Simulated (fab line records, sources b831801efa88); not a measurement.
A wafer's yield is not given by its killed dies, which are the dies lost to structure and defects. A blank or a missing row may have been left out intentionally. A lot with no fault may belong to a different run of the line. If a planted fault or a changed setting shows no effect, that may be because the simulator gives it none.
Chamber matching ; flow gf180mcu ; 4 sister chambers for GF_STI_ETCH_14 on rie si-02
The step etches Si in HBr/Cl2/O2, target depth 360 nm, time 102.9 s. 8 wafers are shown with their chamber, then 9 later ones without.

## EACH WAFER AND ITS CHAMBER
wafer;chamber;drypump motor current A (A);run length s (s)
L963.4;0;6.1;131.7
L966.3;1;6.2;132.1
L972.2;2;6.1;130.4
L972.4;3;5.7;132.0
L972.6;1;6.2;132.4
L977.2;3;5.7;132.1
L977.3;2;6.2;130.6
L977.6;0;6.1;131.5

## WAFERS WHOSE CHAMBER IS MISSING
wafer;drypump motor current A (A);run length s (s)
L979.1;6.2;131.6
L979.2;6.2;132.1
L979.3;6.1;130.8
L980.2;6.2;131.9
L980.4;6.2;130.7
L980.6;6.1;130.2
L981.2;6.2;131.3
L981.3;5.7;132.5
L981.5;5.7;132.2

## THE CHAMBER EACH PASSED THROUGH
wafer;from the rows above;in truth
L979.1;can't be placed: 0 or 1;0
L979.2;1;1
L979.3;2;2
L980.2;can't be placed: 1 or 0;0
L980.4;2;2
L980.6;2;2
L981.2;0;0
L981.3;3;3
L981.5;3;3
Correct placement for 7 of the 9. Not placeable from these rows: 2 (in 2, the candidates include the true chamber). Wrongly placed: 0.
How it was worked out, from the rows above alone: a wafer's distance from a chamber is the root of the sum, over the readings, of the square of ((its reading less the chamber's mean) divided by the reading's scatter). If the next closest chamber is less than 2 further off than the closest, the wafer can't be placed; otherwise it belongs to the closest. A chamber's mean is the mean of its shown wafers. The scatter: take each reading less its chamber's mean, square it, sum over the shown wafers, divide by the number of wafers less the number of chambers, and take the root.
